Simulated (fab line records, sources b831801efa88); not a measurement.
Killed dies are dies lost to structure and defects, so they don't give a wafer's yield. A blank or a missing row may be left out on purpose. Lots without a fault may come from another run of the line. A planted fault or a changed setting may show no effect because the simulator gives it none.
fab line records | flow gf180mcu
record lots=13 wafers=39 last_day=33
route steps=602 shown MVSD@68 CONTACT@288 M3@410
lots that met no fault: from a run of the same line without faults
start_h: hours from the record's first day to the start of the lot's first wafer shown | wait_h: hours since the lot's step before | " the same as in the row above | L1.1+2: a row that stands for several wafers | - no value, or no start given | * or withheld: withheld | < > ~ a bound
route shown NAME@n: a module of which the file shows steps, and the number in the route of the first | usual: mean/standard deviation of fault-free wafers | same: alike in all rows | chamber/n: place in a boat | sites: the reading at each site | _std_site: their standard deviation | _edge_site: outer sites' mean less inner sites' | radius_mm: how far each site lies from the wafer's centre | mask NAME#n: copy n | behind: the tool/chamber that last shaped the wafer | hold: why the lot was held/for how many hours/how that ended | device: the transistor (n, p or np) that didn't switch | end of line: the same wafers' tests at the end of the route | a step without rows: its recipe alone | killed: dies lost to structure and defects at the first sort, not the wafer's yield | map: a wafer's dies, x killed, . not, _ none there
set.NAME: the setting as run; set.NAME@STEP: as run at that earlier step | model.NAME: the simulator's own value behind a step, which no gauge read
steps of the route over a sample of lots; a table a step, a row a wafer
services: from which hour (start_h, from the record's first day; less than 0 if before it) a tool's chamber was out of use, for how many hours, and why
## steps
# step GF_MVSD_COAT_02
# recipe spin_rpm=2000 resist_thk_nm=3000
# usual dispense_pressure_kPa=48/3.6 spin_speed_rpm=1999.9/1.2
# columns lot.wafer tool chamber start_h wait_h dispense_pressure_kPa spin_speed_rpm
L940.1 litho_track-01 0 76.16 0.1 43 1998.7
L940.3 " 0 " " 43 1999.3
L940.5 " 0 " " 43 2000.7
L941.1 litho_track-02 0 82.03 0.1 49 1999.8
L941.2 " 0 " " 49 1998.9
L941.6 " 0 " " 49 2001.7
L942.1 litho_track-03 0 86.90 0.1 52 1999.2
L942.3 " 0 " " 52 1999.9
L942.4 " 0 " " 52 2002.0
L943.1 litho_track-02 0 90.83 0.1 49 2000.1
L943.3 " 0 " " 49 2001.3
L943.4 " 0 " " 49 2001.7
L946.2 litho_track-02 0 108.31 0.1 49 2001.2
L946.4 " 0 " " 49 2000.9
L946.6 " 0 " " 49 2000.1
L947.2 litho_track-02 0 114.71 0.1 49 1999.3
L947.4 " 0 " " 49 1997.2
L947.5 " 0 " " 49 1999.1
L948.3 litho_track-01 0 118.71 0.1 43 1999.3
L948.4 " 0 " " 43 2000.3
L948.6 " 0 " " 43 1998.2
L949.2 litho_track-02 0 129.21 0.1 49 1999.5
L949.3 " 0 " " 49 1999.3
L949.5 " 0 " " 49 1998.9
L950.1 litho_track-02 0 140.78 0.1 49 2000.8
L950.3 " 0 " " 49 2000.2
L950.5 " 0 " " 49 2000.0
L951.2 litho_track-03 0 148.97 0.1 52 1998.7
L951.3 " 0 " " 52 1999.1
L951.4 " 0 " " 52 1996.7
L958.3 litho_track-02 0 177.33 0.1 49 1999.4
L958.4 " 0 " " 49 1995.8
L958.5 " 0 " " 49 1998.5
L959.3 litho_track-03 0 182.70 0.1 52 2073.1
L959.4 " 0 " " 52 2072.2
L959.6 " 0 " " 52 2071.5
L960.2 litho_track-03 0 189.32 0.1 52 2072.4
L960.3 " 0 " " 52 2069.9
L960.4 " 0 " " 52 2073.7
# step GF_MVSD_STRIP_10
# recipe chemistry=O2/N2 power_w=1400 pressure_mtorr=1500 platen_temp_c=250 o2_flow_sccm=3096 n2_flow_sccm=300 overash_fraction=0.5
# usual drypump_motor_current_A=5.5/0.53 heater_power_w=339/20 oes_product_au=0.723/0.0046 strip_time_to_endpoint_s=36.86/0.11
# columns lot.wafer tool chamber start_h wait_h drypump_motor_current_A heater_power_w oes_product_au rf_hours_counter_h strip_time_to_endpoint_s
L940.1 plasma_asher-01 1 83.37 0.1 6.0 321 0.715 30 36.84
L940.3 " 1 " " 6.0 320 0.728 - 36.79
L940.5 " 1 " " 6.0 321 0.717 - 36.91
L941.1 plasma_asher-01 1 88.89 0.1 6.0 321 0.728 30 36.76
L941.2 " 0 " " 4.7 350 0.722 30 36.78
L941.6 " 0 " " 4.8 363 0.728 - 36.71
L942.1 plasma_asher-01 1 94.02 0.1 6.0 326 0.721 31 36.77
L942.3 " 0 " " 4.7 358 0.723 - 36.68
L942.4 " 1 " " 6.0 324 0.721 - 36.67
L943.1 plasma_asher-04 1 97.60 0.1 6.1 340 0.722 38 37.04
L943.3 " 1 " " 6.1 341 0.718 - 36.95
L943.4 " 0 " " 5.3 313 0.721 - 36.90
L946.2 plasma_asher-04 0 116.07 0.1 5.3 312 0.725 41 36.85
L946.4 " 0 " " 5.3 316 0.727 - 36.91
L946.6 " 1 " " 6.1 345 0.725 - 36.90
L947.2 plasma_asher-04 0 122.49 0.1 5.3 316 0.729 41 36.88
L947.4 " 0 " " 5.3 310 0.730 - 36.90
L947.5 " 1 " " 6.1 342 0.724 - 37.04
L948.3 plasma_asher-04 0 126.67 0.1 5.3 312 0.722 - 36.76
L948.4 " 1 " " 6.1 342 0.731 - 36.86
L948.6 " 0 " " 5.3 310 0.727 - 36.86
L949.2 plasma_asher-04 0 136.47 0.1 5.3 311 0.722 43 37.07
L949.3 " 1 " " 6.1 345 0.715 - 37.14
L949.5 " 1 " " 6.1 330 0.721 - 37.11
L950.1 plasma_asher-02 1 148.99 0.1 5.7 349 0.722 3 37.01
L950.3 " 1 " " 5.7 354 0.726 - 36.94
L950.5 " 0 " " 5.3 332 0.714 - 36.92
L951.2 plasma_asher-04 1 156.89 0.1 6.1 342 0.721 45 36.92
L951.3 " 0 " " 5.3 323 0.719 - 37.16
L951.4 " 1 " " 6.1 338 0.730 - 36.93
L958.3 plasma_asher-01 1 185.72 0.1 6.0 324 0.722 - 36.85
L958.4 " 0 " " 4.7 371 0.718 - 37.01
L958.5 " 1 " " 6.0 313 0.729 - 36.85
L959.3 plasma_asher-04 1 191.45 0.1 6.1 343 0.725 - 36.22
L959.4 " 0 " " 5.3 323 0.725 - 36.25
L959.6 " 1 " " 6.1 333 0.728 - 36.25
L960.2 plasma_asher-01 0 198.12 0.1 4.8 361 0.728 41 36.25
L960.3 " 0 " " 4.7 369 0.715 - 36.26
L960.4 " 1 " " 6.0 325 0.720 - 36.25
# step GF_CONTACT_THK_MEAS_01
# recipe reads=SiO2_of_CONTACT_CVD_00
# usual CONTACT_CVD_00_THK=300/4.4
# columns lot.wafer tool chamber start_h wait_h CONTACT_CVD_00_THK[nm]
L940.1 film_metro-04 - 339.37 0.0 301
L940.3 " - " " 301
L940.5 " - " " 302
L941.1 film_metro-01 - 343.27 0.0 303
L941.2 " - " " 294
L941.6 " - " " 302
L942.1 film_metro-01 - 353.18 0.0 297
L942.3 " - " " 297
L942.4 " - " " 300
L943.1 film_metro-01 - 362.65 0.0 308
L943.3 " - " " 301
L943.4 " - " " 300
L946.2 film_metro-03 - 387.88 0.0 305
L946.4 " - " " 303
L946.6 " - " " 305
L947.2 film_metro-03 - 401.03 0.0 300
L947.4 " - " " 301
L947.5 " - " " 304
L948.3 film_metro-01 - 402.25 0.0 297
L948.4 " - " " 296
L948.6 " - " " 297
L949.2 film_metro-03 - 416.08 0.0 308
L949.3 " - " " 300
L949.5 " - " " 300
L950.1 film_metro-04 - 434.04 0.0 299
L950.3 " - " " 294
L950.5 " - " " 295
L951.2 film_metro-04 - 445.70 0.0 300
L951.3 " - " " 297
L951.4 " - " " 298
L958.3 film_metro-04 - 493.01 0.0 297
L958.4 " - " " 294
L958.5 " - " " 298
L959.3 film_metro-04 - 503.51 0.0 298
L959.4 " - " " 300
L959.6 " - " " 296
L960.2 film_metro-04 - 508.62 0.0 294
L960.3 " - " " 298
L960.4 " - " " 302
# step GF_M3_SPUTTER_01
# recipe material=TiN target_thk_nm=30 power_w=6500 time_s=25 chamber_pressure_pa=0.4
# usual throttle_valve_pct=30.0/1.4
# columns lot.wafer tool chamber start_h wait_h throttle_valve_pct
L940.1 pvd_sputter-03 - 463.45 0.1 30.0
L940.3 " - " " 30.7
L940.5 " - " " 30.4
L941.1 pvd_sputter-02 - 467.23 0.1 30.6
L941.2 " - " " 31.7
L941.6 " - " " 31.0
L942.1 pvd_sputter-02 - 478.48 0.1 30.6
L942.3 " - " " 29.3
L942.4 " - " " 30.6
L943.1 pvd_sputter-01 - 488.85 0.1 28.6
L943.3 " - " " 30.1
L943.4 " - " " 30.4
L946.2 pvd_sputter-03 - 515.00 0.1 28.6
L946.4 " - " " 29.7
L946.6 " - " " 30.6
L947.2 pvd_sputter-01 - 528.90 0.1 30.2
L947.4 " - " " 27.3
L947.5 " - " " 27.4
L948.3 pvd_sputter-02 - 529.73 0.1 30.6
L948.4 " - " " 32.0
L948.6 " - " " 29.0
L949.2 pvd_sputter-01 - 542.23 0.1 30.6
L949.3 " - " " 27.5
L949.5 " - " " 27.2
L950.1 pvd_sputter-02 - 561.02 0.1 30.9
L950.3 " - " " 31.8
L950.5 " - " " 31.0
L951.2 pvd_sputter-02 - 568.71 0.1 30.4
L951.3 " - " " 28.9
L951.4 " - " " 30.9
L958.3 pvd_sputter-02 - 611.60 0.1 31.8
L958.4 " - " " 28.9
L958.5 " - " " 29.1
L959.3 pvd_sputter-01 - 619.41 0.1 28.9
L959.4 " - " " 27.5
L959.6 " - " " 30.5
L960.2 pvd_sputter-02 - 627.43 0.1 30.2
L960.3 " - " " 30.8
L960.4 " - " " 28.9
# step GF_M3_SPUTTER_03
# recipe material=Ti target_thk_nm=10 substrate_temp_c=300 chamber_pressure_pa=0.3 power_w=3000 time_s=6.7
# usual throttle_valve_pct=30.0/1.4
# columns lot.wafer tool chamber start_h wait_h throttle_valve_pct
L940.1 pvd_sputter-03 - 463.51 0.0 30.0
L940.3 " - " " 30.3
L940.5 " - " " 30.7
L941.1 pvd_sputter-02 - 467.29 0.0 30.4
L941.2 " - " " 31.9
L941.6 " - " " 30.9
L942.1 pvd_sputter-02 - 478.54 0.0 30.3
L942.3 " - " " 28.8
L942.4 " - " " 30.9
L943.1 pvd_sputter-01 - 488.91 0.0 28.7
L943.3 " - " " 30.1
L943.4 " - " " 30.6
L946.2 pvd_sputter-03 - 515.06 0.0 28.6
L946.4 " - " " 30.1
L946.6 " - " " 30.6
L947.2 pvd_sputter-01 - 528.96 0.0 29.6
L947.4 " - " " 27.4
L947.5 " - " " 27.8
L948.3 pvd_sputter-02 - 529.79 0.0 30.7
L948.4 " - " " 32.0
L948.6 " - " " 29.2
L949.2 pvd_sputter-01 - 542.29 0.0 30.3
L949.3 " - " " 27.5
L949.5 " - " " 27.6
L950.1 pvd_sputter-02 - 561.08 0.0 30.9
L950.3 " - " " 31.9
L950.5 " - " " 30.9
L951.2 pvd_sputter-02 - 568.77 0.0 30.5
L951.3 " - " " 29.2
L951.4 " - " " 30.6
L958.3 pvd_sputter-02 - 611.66 0.0 32.0
L958.4 " - " " 29.3
L958.5 " - " " 29.1
L959.3 pvd_sputter-01 - 619.47 0.0 28.6
L959.4 " - " " 27.6
L959.6 " - " " 30.2
L960.2 pvd_sputter-02 - 627.49 0.0 30.5
L960.3 " - " " 30.7
L960.4 " - " " 29.2
## services
# columns tool chamber start_h hours kind
pvd_sputter-03 - 87.60 2.8 repair
pvd_sputter-03 - 88.69 1.8 repair
plasma_asher-01 - 96.86 2.9 repair
plasma_asher-02 - 108.75 9.0 pm
pvd_sputter-02 0 201.25 - consumable_replace:kit
pvd_sputter-02 0 201.25 18.0 scheduled_down
pvd_sputter-02 0 201.25 18.0 vent_cycle
pvd_sputter-02 - 214.53 9.2 repair
pvd_sputter-03 - 217.35 1.5 repair
plasma_asher-01 - 250.72 3.2 repair
plasma_asher-04 - 301.47 2.8 pm
pvd_sputter-02 - 303.90 2.3 repair
pvd_sputter-03 - 312.63 3.2 repair
plasma_asher-01 - 325.77 2.8 pm
pvd_sputter-01 - 372.07 4.0 repair
pvd_sputter-02 3 376.64 - consumable_replace:kit
pvd_sputter-02 3 376.64 18.0 scheduled_down
pvd_sputter-02 3 376.64 18.0 vent_cycle
pvd_sputter-03 - 426.13 11.6 repair
pvd_sputter-02 - 427.86 6.2 repair
plasma_asher-01 - 465.10 15.9 pm
plasma_asher-02 - 557.43 28.9 repair
pvd_sputter-02 2 585.35 - consumable_replace:kit
plasma_asher-02 - 623.36 1.4 repair
## key
first_sign step=GF_MVSD_COAT_02 reading=spin_speed_rpm direction=up sigmas=60 usual=* struck=*
effect step=GF_MVSD_STRIP_10 reading=strip_time_to_endpoint_s direction=down sigmas=5.8 usual=* struck=*
met_at GF_MVSD_COAT_02
struck_lots L959,L960
tester_left_out L959,L960
not_acting_at GF_CONTACT_THK_MEAS_01,GF_M3_SPUTTER_01,GF_M3_SPUTTER_03
onset_between 148.97 182.70
fault kind=process_parameter_drift tool=litho_track-03 chamber=- onset_h=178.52 steps=GF_MVSD_COAT_02 channel=spin_rpm offset=* shape=step end_h=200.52 acts_in=* stated=*
# tester_left_out: of these lots the tester's yield and bins aren't shown, on N5 and GAA mostly nor the transistor test; their killed dies are dies lost to structure and defects alone, not to doping, threshold or leakage, so they don't give the yield
